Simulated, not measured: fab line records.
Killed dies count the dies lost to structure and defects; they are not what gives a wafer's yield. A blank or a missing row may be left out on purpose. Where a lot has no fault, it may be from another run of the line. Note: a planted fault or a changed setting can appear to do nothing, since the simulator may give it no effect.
Chamber matching + flow sky130 + 4 sister chambers for SKY_POLY_CUT_ETCH_10 on rieDiel-03
The step etches BARC in N2/H2, stops on SiO2, time 45.9 s, target depth 60 nm. 8 wafers are shown with their chamber, then 10 later ones without.

== WAFERS, EACH WITH ITS CHAMBER ==
| wafer  | chamber | drypumpMotorCurrentA (A) | biasW (W) |
|--------|---------|--------------------------|-----------|
| L080.4 | 0       | 5.1                      | 100.4     |
| L084.2 | 2       | 6.2                      | 99.5      |
| L084.5 | 3       | 5.8                      | 100.1     |
| L086.2 | 1       | 6.5                      | 99.7      |
| L086.4 | 3       | 5.9                      | 100.3     |
| L086.5 | 0       | 5.1                      | 99.5      |
| L087.1 | 1       | 6.5                      | 99.9      |
| L087.3 | 2       | 6.2                      | 99.3      |

== WAFERS WITHOUT THEIR CHAMBER ==
| wafer  | drypumpMotorCurrentA (A) | biasW (W) |
|--------|--------------------------|-----------|
| L087.5 | 5.9                      | 99.6      |
| L089.1 | 6.2                      | 100.4     |
| L089.2 | 5.9                      | 100.1     |
| L089.4 | 6.4                      | 100.7     |
| L091.1 | 5.1                      | 99.9      |
| L091.4 | 6.3                      | 100.1     |
| L091.5 | 6.4                      | 100.0     |
| L097.2 | 6.5                      | 100.0     |
| L097.4 | 5.9                      | 100.1     |
| L097.6 | 6.2                      | 100.1     |

== EACH ONE'S CHAMBER ==
| wafer  | from the rows above | in truth |
|--------|---------------------|----------|
| L087.5 | 3                   | 3        |
| L089.1 | 2                   | 2        |
| L089.2 | 3                   | 3        |
| L089.4 | 1                   | 1        |
| L091.1 | 0                   | 0        |
| L091.4 | 2                   | 2        |
| L091.5 | 1                   | 1        |
| L097.2 | 1                   | 1        |
| L097.4 | 3                   | 3        |
| L097.6 | 2                   | 2        |
Correct placement for 10 of the 10. Not placeable from these rows: 0. Wrongly placed: 0.
How it was worked out, from the rows above alone: a wafer's distance from a chamber is the root of the sum, over the readings, of the square of ((its reading less the chamber's mean) divided by the reading's scatter). The wafer belongs to the nearest chamber; if the next one is less than 2 further off, it can't be placed. A chamber's mean is the mean of its shown wafers. The scatter: take each reading less its chamber's mean, square it, sum over the shown wafers, divide by the number of wafers less the number of chambers, and take the root.
